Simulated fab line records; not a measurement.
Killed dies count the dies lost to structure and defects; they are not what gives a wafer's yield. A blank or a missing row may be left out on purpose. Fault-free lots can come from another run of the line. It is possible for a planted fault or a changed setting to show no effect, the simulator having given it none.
Struck lot and sound lot, side by side || flow sky130 || 17 steps out of a route of 708
Sound: wafers L761.1, L761.2, L761.6. Struck: wafers L765.2, L765.4, L765.5. The cause is given at the end.
For every step that has rows: the tool of each side, followed by ch and its chambers, followed by its first start. Under that, the readings that differ: sound wafers || struck wafers || difference of the means || sigmas: that difference in standard deviations of wafers without a fault.
alike: words and numbers the same on both sides, and readings whose means are apart by under 2 such deviations; not compared: readings that were withheld, readings missing a value for some wafer, numbers with overlapping values and no deviation given by the record, and bounds like >300 which may hide the same value.
The two part at a step that has a row with sigmas, a row that says differs or no value, or rows on one side only. Numbers that don't overlap but have no deviation are shown without sigmas and don't part them. Lack of a reading on every wafer of one side parts them only where that side has two or more wafers.

first, 1 step without rows for these wafers: SKY_VT_ADJUST_LVTN_IMPLANT_19.
SKY_VT_ADJUST_LVTN_STRIP_20: strips in O2/N2.
  sound on plasma asher-04 ch 0,1, day 9 07:34; struck on plasma asher-04 ch 0,1, day 10 07:07
  alike: chamber pressure mTorr, drypump motor current A, n2 flow sccm, o2 flow sccm, oes product au, strip time to endpoint s
  not compared: rf hours counter h
SKY_VT_ADJUST_LVTN_TW_MEAS_21:
  struck on film metro-04, day 10 07:13; sound on film metro-04, day 9 07:40
  alike: VT_ADJUST_LVTN_2_TW
then, 7 steps without rows for these wafers: SKY_VT_ADJUST_NCORE_DEHYDRATE_00 (time 60 s); SKY_VT_ADJUST_NCORE_HMDS_01 (prime time 60 s); SKY_VT_ADJUST_NCORE_COAT_02 (resist thk 1140 nm); SKY_VT_ADJUST_NCORE_SOFTBAKE_03 (time 60 s); SKY_VT_ADJUST_NCORE_EXPOSE_04 (exposes mask LVTN COMPLEMENT THIN, target cd 380 nm); SKY_VT_ADJUST_NCORE_PEB_05; SKY_VT_ADJUST_NCORE_DEVELOP_06 (develop time 60 s).
SKY_VT_ADJUST_NCORE_CD_MEAS_07 targets a cd of 380 nm.
  struck on cd sem-01, day 11 05:32; sound on cd sem-02, day 10 03:56
  alike: cd nm
SKY_VT_ADJUST_NCORE_OVL_MEAS_08:
  struck on overlay-01, day 11 05:39; sound on overlay-02, day 10 04:03
  alike: VT_ADJUST_NCORE_OVL
SKY_VT_ADJUST_NCORE_IMPLANT_09:
  sound on implanter-02 ch 0, day 10 04:05; struck on implanter-02 ch 0, day 11 05:42
{"reading": "implant ion amu", "sound": "11 11 11", "struck": "49 49 49", "difference": "+38", "sigmas": ""}
{"reading": "model.implant.rp nm (nm)", "sound": "34.11 34.11 34.11", "struck": "10.24 10.24 10.24", "difference": -23.87, "sigmas": ""}
{"reading": "model.implant.drp nm (nm)", "sound": "17.11 17.11 17.11", "struck": "6.005 6.005 6.005", "difference": -11.105, "sigmas": ""}
  alike: faraday current uA
SKY_VT_ADJUST_NCORE_STRIP_10: strips in O2/N2.
  sound on plasma asher-01 ch 0,1, day 10 04:14; struck on plasma asher-02 ch 0,1, day 11 05:50
{"reading": "oes product au (a.u.)", "sound": "0.707 0.705 0.712", "struck": "0.722 0.720 0.717", "difference": "+0.012", "sigmas": "+3"}
{"reading": "strip time to endpoint s (s)", "sound": "14.322 14.384 14.318", "struck": "14.258 14.282 14.285", "difference": -0.066, "sigmas": -2}
  alike: chamber pressure mTorr, drypump motor current A, n2 flow sccm, o2 flow sccm
  not compared: rf hours counter h
SKY_VT_ADJUST_NCORE_TW_MEAS_11:
  struck on film metro-03, day 11 05:56; sound on film metro-02, day 10 04:20
{"reading": "VT_ADJUST_NCORE_TW", "sound": "215.4 217.5 216.1", "struck": "319.0 318.5 318.3", "difference": "+102.3", "sigmas": "+54"}
then, 1 step without rows for these wafers: SKY_VT_ADJUST_HVTR_DEHYDRATE_00 (time 60 s).
-- record jumps: 37 days separate the struck wafers' starts on either side; left off in module VT_ADJUST_HVTR, taken up again in module PAD_OPEN, whose first shown step is the route's number 708 --
SKY_PAD_OPEN_PROBE_99:
  struck on prober-01, day 47 22:05; sound on prober-01, day 47 01:48
{"reading": "model.etest.nfet_16v.r on ohm um", "sound": "1.408e+04 1.407e+04 1.416e+04", "struck": "1.224e+04 1.224e+04 1.23e+04", "difference": -1.843e+03, "sigmas": ""}
{"reading": "model.etest.pfet_16v.r on ohm um", "sound": "1.552e+04 1.573e+04 1.592e+04", "struck": "1.697e+04 1.677e+04 1.704e+04", "difference": "+1.203e+03", "sigmas": ""}
{"reading": "model.etest.pfet g5v0d10v5.r on ohm um", "sound": "4693 4738 4697", "struck": "5462 5410 5491", "difference": "+745", "sigmas": ""}
{"reading": "model.etest.tip p.rs ohm sq", "sound": "6861 6933 6917", "struck": "7174 7202 7244", "difference": "+303", "sigmas": ""}
{"reading": "model.etest.res pwell under gate.rs ohm sq", "sound": "2290 2302 2278", "struck": "2506 2511 2485", "difference": "+211", "sigmas": ""}
{"reading": "model.etest.pfet_01v8.r on ohm um", "sound": "2788 2802 2801", "struck": "3077 3066 3056", "difference": "+269", "sigmas": ""}
{"reading": "model.etest.nfet g5v0d10v5.r on ohm um", "sound": "1865 1895 1869", "struck": "1756 1740 1755", "difference": -126, "sigmas": ""}
{"reading": "model.etest.tip_p_5v.rs ohm sq", "sound": "2899 2883 2880", "struck": "2998 3029 2997", "difference": "+121", "sigmas": ""}
  alike: killed_at_M0_to_M3, killed_at_M4_up, killed at contacts, killed at front end, killed at other, killed dies, killed on rim, killed open, killed short

WHERE THEY PART
At SKY_VT_ADJUST_NCORE_STRIP_10 first; at SKY_VT_ADJUST_NCORE_TW_MEAS_11 last (within this record only). Later steps at which nothing parts them and some readings are alike: SKY_PAD_OPEN_PROBE_99.

WHY: what the simulator had put in
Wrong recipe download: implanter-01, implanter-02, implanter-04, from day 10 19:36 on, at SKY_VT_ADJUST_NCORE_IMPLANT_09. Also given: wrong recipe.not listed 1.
